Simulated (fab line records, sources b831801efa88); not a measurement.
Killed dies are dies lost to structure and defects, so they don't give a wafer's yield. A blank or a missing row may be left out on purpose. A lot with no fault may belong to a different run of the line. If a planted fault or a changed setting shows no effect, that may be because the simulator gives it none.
Which of the tools did it? | flow sky130 | 30 wafers from 10 lots sampled at 5 of the route's 708 steps

== WHAT THE GAUGES READ, wafer by wafer ==
SKY_METAL5_THK_MEAS_06: measures by xrf.
lot  | measured     | on            | METAL5_ALCU_THK (nm)
L862 | day 42 15:31 | film metro-02 | 1158 1148 1156
L863 | day 42 21:10 | film metro-02 | 1155 1146 1151
L865 | day 43 18:53 | film metro-03 | 1351 1374 1348
L866 | day 44 01:46 | film metro-01 | 1383 1375 1364
L867 | day 44 02:13 | film metro-01 | 1332 1332 1351
L877 | day 46 18:32 | film metro-02 | 1137 1136 1136
L878 | day 47 03:20 | film metro-01 | 1156 1151 1156
L881 | day 47 18:04 | film metro-02 | 1158 1154 1140
L884 | day 48 10:35 | film metro-02 | 1132 1139 1141
L885 | day 48 12:44 | film metro-02 | 1147 1167 1149

== WHICH TOOL RAN EACH LOT (tool, then ch and the chambers of the sampled wafers, then the start) ==
lot  | SKY_METAL4_SPUTTER_02        | SKY_VIA4_ETCH_12                   | SKY_METAL5_SPUTTER_02        | SKY_METAL5_SPUTTER_04
L862 | pvd sputter-03, day 39 10:50 | rie diel-02 ch 2,3, day 42 13:50   | pvd sputter-04, day 42 15:17 | pvd sputter-04, day 42 15:21
L863 | pvd sputter-03, day 39 16:28 | rie diel-01 ch 0,2, day 42 19:29   | pvd sputter-01, day 42 20:56 | pvd sputter-01, day 42 21:00
L865 | pvd sputter-01, day 40 14:26 | rie diel-02 ch 0,1,3, day 43 16:53 | pvd sputter-01, day 43 18:38 | pvd sputter-01, day 43 18:43
L866 | pvd sputter-03, day 40 22:11 | rie diel-04 ch 0,3, day 44 00:02   | pvd sputter-01, day 44 01:31 | pvd sputter-01, day 44 01:35
L867 | pvd sputter-01, day 40 23:25 | rie diel-01 ch 1,2, day 44 00:30   | pvd sputter-04, day 44 01:58 | pvd sputter-04, day 44 02:02
L877 | pvd sputter-04, day 43 22:21 | rie diel-04 ch 0,1,3, day 46 16:54 | pvd sputter-04, day 46 18:19 | pvd sputter-04, day 46 18:23
L878 | pvd sputter-03, day 44 07:56 | rie diel-01 ch 1,2, day 47 01:38   | pvd sputter-01, day 47 03:05 | pvd sputter-01, day 47 03:10
L881 | pvd sputter-01, day 44 23:49 | rie diel-01 ch 1,2, day 47 15:24   | pvd sputter-01, day 47 17:50 | pvd sputter-01, day 47 17:53
L884 | pvd sputter-03, day 45 18:49 | rie diel-04 ch 0,1, day 48 08:47   | pvd sputter-04, day 48 10:20 | pvd sputter-04, day 48 10:25
L885 | pvd sputter-04, day 45 20:12 | rie diel-01 ch 1,2, day 48 11:05   | pvd sputter-01, day 48 12:30 | pvd sputter-01, day 48 12:34
- SKY_METAL4_SPUTTER_02: material AlCu, target thk 735 nm, time 39.1 s.
- SKY_VIA4_ETCH_12: etches SiO2 in C4F8/O2/Ar, stops on TiN, target depth 580 nm.
- SKY_METAL5_SPUTTER_02: material AlCu, target thk 1150 nm, time 61.2 s.
- SKY_METAL5_SPUTTER_04: material TiN, target thk 70 nm, time 58.3 s.

== WHAT THE TOOLS THEMSELVES READ (means of the sampled wafers that have a number; where no wafer has one, the mark that the record gives instead) ==
SKY_METAL4_SPUTTER_02.
lot  | tool           | cathode dc power W (W) | chamber pressure pa (Pa) | throttle valve pct (%)
L862 | pvd sputter-03 | 10600                  | 0.3999                   | 28.7
L863 | pvd sputter-03 | 10600                  | 0.3999                   | 29.3
L865 | pvd sputter-01 | 10601                  | 0.4003                   | 30.0
L866 | pvd sputter-03 | 10602                  | 0.4008                   | 29.3
L867 | pvd sputter-01 | 10601                  | 0.3999                   | 31.4
L877 | pvd sputter-04 | 10602                  | 0.4000                   | 29.4
L878 | pvd sputter-03 | 10601                  | 0.3995                   | 29.0
L881 | pvd sputter-01 | 10602                  | 0.3997                   | 30.5
L884 | pvd sputter-03 | 10601                  | 0.3988                   | 29.4
L885 | pvd sputter-04 | 10600                  | 0.4000                   | 29.5

SKY_VIA4_ETCH_12.
lot  | tool        | oes product au (a.u.)
L862 | rie diel-02 | 0.922
L863 | rie diel-01 | 0.924
L865 | rie diel-02 | 0.924
L866 | rie diel-04 | 0.927
L867 | rie diel-01 | 0.926
L877 | rie diel-04 | 0.923
L878 | rie diel-01 | 0.925
L881 | rie diel-01 | 0.924
L884 | rie diel-04 | 0.923
L885 | rie diel-01 | 0.923

SKY_METAL5_SPUTTER_02.
lot  | tool           | cathode dc power W (W) | chamber pressure pa (Pa) | throttle valve pct (%)
L862 | pvd sputter-04 | 10601                  | 0.4002                   | 30.0
L863 | pvd sputter-01 | 10599                  | 0.3998                   | 30.2
L865 | pvd sputter-01 | 10600                  | 0.3998                   | 30.2
L866 | pvd sputter-01 | 10602                  | 0.4004                   | 30.2
L867 | pvd sputter-04 | 10599                  | 0.4006                   | 29.9
L877 | pvd sputter-04 | 10601                  | 0.3997                   | 29.9
L878 | pvd sputter-01 | 10601                  | 0.4008                   | 29.4
L881 | pvd sputter-01 | 10600                  | 0.4003                   | 29.9
L884 | pvd sputter-04 | 10600                  | 0.3998                   | 29.7
L885 | pvd sputter-01 | 10601                  | 0.3996                   | 30.2

SKY_METAL5_SPUTTER_04.
lot  | tool           | cathode dc power W (W) | chamber pressure pa (Pa) | throttle valve pct (%)
L862 | pvd sputter-04 | 6499.4                 | 0.3999                   | 29.9
L863 | pvd sputter-01 | 6500.4                 | 0.4004                   | 30.2
L865 | pvd sputter-01 | -                      | -                        | -
L866 | pvd sputter-01 | -                      | -                        | -
L867 | pvd sputter-04 | -                      | -                        | -
L877 | pvd sputter-04 | 6501.2                 | 0.4001                   | 30.0
L878 | pvd sputter-01 | 6498.6                 | 0.3995                   | 29.3
L881 | pvd sputter-01 | 6499.8                 | 0.3996                   | 30.1
L884 | pvd sputter-04 | 6499.2                 | 0.3993                   | 29.6
L885 | pvd sputter-01 | 6499.5                 | 0.4004                   | 30.1

== THE ANSWER, worked out from the rows above alone ==
Rule: usual is defined by the lots themselves. Put in order of their means at a reading, lots are off if they are a third of the lots or fewer, leave a main group of 4 or more, and stand apart from it by a gap of 3 or more times the standard deviation of the main group's means; of several such gaps the widest counts. Not used: any main group whose means are identical at the precision the tables above print for the reading. Also off: a lot with no number at a reading for which 4 or more lots have one. The other lots that the step has rows for count as sound. The gauges are gone through in route order, then the tools' own readings, and for those a lot's mean is taken as printed above. At the first step where some lot is off, the reading lying furthest off is the one used; lots without a number count as furthest.
Off: L865, L866, L867, seen at SKY_METAL5_THK_MEAS_06 (METAL5_ALCU_THK). Main group: mean 1148 nm, sd 7.4.
A tool fits if, at a process step before that reading, it ran every lot that is off, and no sound lot after the first of them. Not tried: the gauges at SKY_METAL5_THK_MEAS_06; whatever is off there is also off at SKY_METAL5_SPUTTER_04, on other tools, and gauge error can't account for it. No candidate that was tried fits.

== WHAT THE SIMULATOR PUT IN ==
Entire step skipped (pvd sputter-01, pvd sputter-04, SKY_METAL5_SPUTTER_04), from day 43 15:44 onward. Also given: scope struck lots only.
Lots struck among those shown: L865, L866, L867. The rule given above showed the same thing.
